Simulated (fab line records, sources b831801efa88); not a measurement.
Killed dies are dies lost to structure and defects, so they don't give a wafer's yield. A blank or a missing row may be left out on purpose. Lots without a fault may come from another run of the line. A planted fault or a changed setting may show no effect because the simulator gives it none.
A struck lot beside a sound one | flow sky130 | 16 steps out of a route of 708
Sound: wafers L630.2, L630.5, L630.6. Struck: wafers L626.2, L626.3, L626.6. The cause comes at the end.
At each step with rows: each side's tool, then ch and its chambers, then its first start. Under that, the readings that differ: sound wafers | struck wafers | difference of the means | sigmas: that difference in standard deviations of wafers without a fault.
alike: readings whose means differ by less than 2 such deviations, and words and numbers that are the same on both sides. not compared: withheld readings, readings that some wafer has no value for, bounds like >300 that may hide the same value, and numbers for which the record gives no deviation and whose values overlap.
The two part at a step that has a row with sigmas, a row that says differs or no value, or rows on one side only. Numbers that don't overlap but have no deviation are shown without sigmas and don't part them. A reading that every wafer of one side lacks parts them only if that side has two wafers or more.

first, 5 steps without rows for these wafers: SKY_VIA4_COAT_06 (resist thk 1140 nm); SKY_VIA4_SOFTBAKE_07 (time 60 s); SKY_VIA4_EXPOSE_08 (exposes mask VIM4, target cd 800 nm); SKY_VIA4_PEB_09; SKY_VIA4_DEVELOP_10 (develop time 60 s).
SKY_VIA4_OVL_MEAS_11:
  sound on overlay-01, day 47 00:46; struck on overlay-01, day 46 23:40
  reading       | sound        | struck         | difference | sigmas
  VIA4_OVL (nm) | -0.3 1.5 1.9 | -2.0 -2.7 -2.7 | -3.5       | -2
SKY_VIA4_ETCH_12: etches SiO2 in C4F8/O2/Ar, stops on TiN, target depth 580 nm.
  sound on rie_diel-03 ch 0,3, day 47 00:47; struck on rie_diel-01 ch 0,3, day 46 23:41
  alike: oes_product_au
SKY_VIA4_STRIP_13: strips in O2/N2.
  sound on plasma_asher-02 ch 0,1, day 47 00:52; struck on plasma_asher-02 ch 0,1, day 46 23:46
  alike: drypump_motor_current_A, oes_product_au, strip_time_to_endpoint_s
  not compared: rf_hours_counter_h
then, 3 steps without rows for these wafers: SKY_VIA4_STRIP_14 (strips in post etch residue remover, time 1200 s); SKY_VIA4_CLEAN_15 (cleans in IPA, time 180 s); SKY_VIA4_CLEAN_16 (cleans in O3/DIW).
SKY_VIA4_SPUTTER_17: material TiN, target thk 20 nm, time 80 s.
  sound on pvd_sputter-01, day 47 01:32; struck on pvd_sputter-01, day 47 00:25
  alike: throttle_valve_pct
SKY_VIA4_CVD_18: deposits W, target thk 505 nm, time 152.14 s.
  sound on cvd_w-02 ch 0,1, day 47 01:36; struck on cvd_w-01 ch 1, day 47 00:29
  alike: heater_power_w
SKY_VIA4_RS_MEAS_19: measures by four-point-probe.
  sound on film_metro-01, day 47 01:46; struck on film_metro-01, day 47 00:39
  reading            | sound             | struck            | difference | sigmas
  VIA4_W_RS (ohm/sq) | 0.220 0.223 0.230 | 0.268 0.266 0.264 | +0.042     | +12
SKY_VIA4_THK_MEAS_20: measures by xrf.
  sound on film_metro-01, day 47 01:53; struck on film_metro-01, day 47 00:46
  reading         | sound       | struck      | difference | sigmas
  VIA4_W_THK (nm) | 505 500 485 | 430 428 437 | -65        | -7
SKY_VIA4_CMP_21: polishes, stops on SiO2, t overpolish 25 s, target thk 0 nm.
  sound on cmp-01 ch 2,3, day 47 01:56; struck on cmp-01 ch 2,3, day 47 00:49
  alike: motor_current_A, overpolish_run_s, time_to_endpoint_s

WHERE THEY PART
First at SKY_VIA4_OVL_MEAS_11; last, within this record, at SKY_VIA4_THK_MEAS_20. Later steps at which nothing parts them and some readings are alike: SKY_VIA4_CMP_21.

WHY: what the simulator had put in
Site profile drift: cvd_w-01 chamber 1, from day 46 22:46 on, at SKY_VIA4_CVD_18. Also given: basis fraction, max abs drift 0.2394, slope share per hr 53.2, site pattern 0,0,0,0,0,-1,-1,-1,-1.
